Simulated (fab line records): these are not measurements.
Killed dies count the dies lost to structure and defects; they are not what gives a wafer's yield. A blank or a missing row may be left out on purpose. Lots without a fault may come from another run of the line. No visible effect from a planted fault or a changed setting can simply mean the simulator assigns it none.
A struck lot beside a sound one | flow sfq_line | 17 steps out of a route of 325
Sound: these wafers, L738.1, L738.5, L738.6. Struck: wafer L735.1 (left out: L735.3, L735.5 of the same lot, which were not struck); the cause appears at the end.
Order at every step that has rows: each side's tool, ch and its chambers, its first start. Under that, the readings that differ: sound wafers | struck wafers | difference of the means | sigmas: that difference in standard deviations of wafers without a fault.
alike: a reading whose means differ by less than 2 such deviations, as well as words and numbers matching on both sides. not compared: withheld readings; readings where some wafer has no value; bounds like >300 that might hide an equal value; numbers whose values overlap and for which the record gives no deviation.
Wherever a step has rows on one side only, a row that says differs or no value, or a row with sigmas, the two part there. When numbers do not overlap yet have no deviation, they are printed without sigmas and do not part them. A reading missing from all wafers of one side parts the sides only when that side holds two or more wafers.

SFQ_TRILAYER_I7_VIA_STRIP_STRIP_191: strips in O2.
  sound on rie_metal-03 ch 0,1, day 73 13:14; struck on rie_metal-03 ch 1, day 72 22:50
  alike: drypump_motor_current_A, oes_product_au
  not compared: rf_hours_counter_h
then, 8 steps without rows for these wafers: SFQ_TRILAYER_I7_VIA_STRIP_SOLV_CLEAN_192 (cleans in NMP, time 600 s); SFQ_TRILAYER_M8_LITHO_LOR_COAT_197; SFQ_TRILAYER_M8_LITHO_LOR_BAKE_198; SFQ_TRILAYER_M8_LITHO_COAT_193 (resist thk 600 nm); SFQ_TRILAYER_M8_LITHO_SOFTBAKE_199; SFQ_TRILAYER_M8_LITHO_EXPOSE_194 (exposes mask M8, target cd 2000 nm); SFQ_TRILAYER_M8_LITHO_PEB_196 (peb time 60 s); SFQ_TRILAYER_M8_LITHO_DEVELOP_195 (img clear 15 s, time 55 s).
SFQ_M8_OVL_MEAS_948:
  sound on overlay-01 at day 73 23:10; struck on overlay-02 at day 73 04:48
  alike: M8_OVL
then, 2 steps without rows for these wafers: SFQ_TRILAYER_M8_DEP_EVAP_197 (material Ti, target thk 20 nm, time 100 s); SFQ_TRILAYER_M8_DEP_EVAP_198 (material Pt, target thk 50 nm, time 250 s).
SFQ_TRILAYER_M8_DEP_EVAP_196: material Au, target thk 180 nm, time 900 s.
  sound on pvd_sputter-01 at day 73 23:26; struck on pvd_sputter-02 at day 73 05:04
  reading                                          | sound             | struck | difference | sigmas
  model.Au_of_TRILAYER_M8_DEP_EVAP_196.thk_nm (nm) | 182.7 179.3 178.5 | 190.1  | +9.9       |
SFQ_M8_RS_MEAS_949: a four-point-probe measurement.
  sound on film_metro-01 at day 73 23:57; struck on film_metro-04 at day 73 05:35
  reading           | sound                | struck | difference | sigmas
  M8_AU_RS (ohm/sq) | 0.1509 0.1545 0.1552 | 0.1456 | -0.0079    | -4
SFQ_M8_THK_MEAS_950: measures by xrf.
  sound on film_metro-01 at day 74 00:04; struck on film_metro-04 at day 73 05:42
  reading        | sound             | struck | difference | sigmas
  M8_AU_THK (nm) | 177.4 175.1 174.4 | 186.9  | +11.3      | +5
then, 1 step without rows for these wafers: SFQ_TRILAYER_M8_LIFTOFF_LIFTOFF_197 (chemistry NMP, time 600 s).
SFQ_M8_BOW_MEAS_951:
  sound on film_metro-04 at day 74 00:19; struck on film_metro-01 at day 73 05:57
  reading               | sound                | struck | difference | sigmas
  model.etest.m8.ohm_sq | 0.1516 0.1544 0.1552 | 0.1457 | -0.0080    |
  alike: M8_BOW

## WHERE THEY PART
Last at SFQ_M8_THK_MEAS_950 as far as this record goes, first at SFQ_M8_RS_MEAS_949. Later steps at which nothing parts them and some readings are alike: SFQ_M8_BOW_MEAS_951.

WHY: what had been put in by the simulator
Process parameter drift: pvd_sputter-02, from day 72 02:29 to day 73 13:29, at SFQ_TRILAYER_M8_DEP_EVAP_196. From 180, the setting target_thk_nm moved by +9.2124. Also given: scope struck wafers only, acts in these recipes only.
